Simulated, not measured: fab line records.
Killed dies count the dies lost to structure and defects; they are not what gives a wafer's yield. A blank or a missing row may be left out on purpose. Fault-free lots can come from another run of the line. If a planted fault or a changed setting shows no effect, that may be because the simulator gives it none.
Comparing a struck lot with a sound one :: flow gf180mcu :: 14 steps out of a route of 602
Sound: the wafers L596.1, L596.3, L596.6. The struck wafers were L610.3, L610.4, L610.5. The cause comes at the end.
Order at every step that has rows: each side's tool, ch and its chambers, its first start. Under that, the readings that differ: sound wafers :: struck wafers :: difference of the means :: sigmas: that difference in standard deviations of wafers without a fault.
alike: same words and numbers on both sides, and readings whose means sit less than 2 such deviations apart. not compared: any withheld reading, any reading some wafer has no value for, any bound like >300 that may hide the same value, and any number with overlapping values for which the record gives no deviation.
Wherever a step has rows on one side only, a row that says differs or no value, or a row with sigmas, the two part there. Non-overlapping numbers with no deviation appear without sigmas and do not part them. A reading missing from all wafers of one side parts the sides only when that side holds two or more wafers.

first, 1 step without rows for these wafers: GF_VT_IMPLANT_IMPLANT_41.
GF_VT_IMPLANT_STRIP_42: strips in O2/N2.
  sound on plasmaAsher-02 ch 0,1, day 7 14:58; struck on plasmaAsher-01 ch 0,1, day 11 09:23
reading: stripTimeToEndpointS (s)
sound: 12.60 12.61 12.59
struck: 12.65 12.70 12.68
difference: +0.08
sigmas: +2
  alike: drypumpMotorCurrentA, heaterPowerW, oesProductAu
  not compared: rfHoursCounterH
GF_VT_IMPLANT_TW_MEAS_43:
  sound on filmMetro-03 at day 7 15:04; struck on filmMetro-03 at day 11 09:28
  alike: VT_IMPLANT_4_TW
then, 1 step without rows for these wafers: GF_VT_IMPLANT_CLEAN_44 (cleans in SC1/SC2, time 150 s).
GF_VT_IMPLANT_RTA_45: time 30 s.
  sound on rtpAnneal-02 ch 0, day 7 15:10; struck on rtpAnneal-02 ch 0, day 11 09:36
  alike: chamberO2Ppm, lampPowerPct, wafer_temp_C_max
GF_VT_IMPLANT_RS_MEAS_46: a four-point-probe measurement.
  sound on filmMetro-01 at day 7 15:16; struck on filmMetro-04 at day 11 09:42
  alike: MVSD_RS
GF_VT_IMPLANT_RS_MEAS_47: a four-point-probe measurement.
  sound on filmMetro-01 at day 7 15:23; struck on filmMetro-04 at day 11 09:49
  alike: NWELL_RS
GF_VT_IMPLANT_RS_MEAS_48: a four-point-probe measurement.
  sound on filmMetro-01 at day 7 15:31; struck on filmMetro-04 at day 11 09:56
  alike: LVPWELL_RS
GF_VT_IMPLANT_RS_MEAS_49: a four-point-probe measurement.
  sound on filmMetro-01 at day 7 15:38; struck on filmMetro-04 at day 11 10:04
  alike: MVPSD_RS
then, 3 steps without rows for these wafers: GF_VT_IMPLANT_WET_ETCH_50 (etches SiO2 in dHF, target depth 20 nm, time 400 s); GF_DUAL_GATE_CLEAN_00 (cleans in SC1/SC2, time 150 s); GF_DUAL_GATE_CLEAN_01 (cleans in dHF, time 20 s).
GF_DUAL_GATE_OXIDATION_02: stabilise 600 s, purge 300 s, target thk 10.887 nm.
  sound on furnace-01 ch 0, day 7 16:11; struck on furnace-01, day 11 11:26
  no value came back on the struck wafers for oxTempC (C), oxTempCMax, spikeTcBottomC (C); on the sound wafers oxTempC (C) reads 899.5 900.0 900.2
then, 1 step without rows for these wafers: GF_DUAL_GATE_DEHYDRATE_04 (time 60 s).

WHERE THEY PART
First at GF_VT_IMPLANT_STRIP_42; last, within this record, at GF_DUAL_GATE_OXIDATION_02.

WHY: the cause the simulator had injected
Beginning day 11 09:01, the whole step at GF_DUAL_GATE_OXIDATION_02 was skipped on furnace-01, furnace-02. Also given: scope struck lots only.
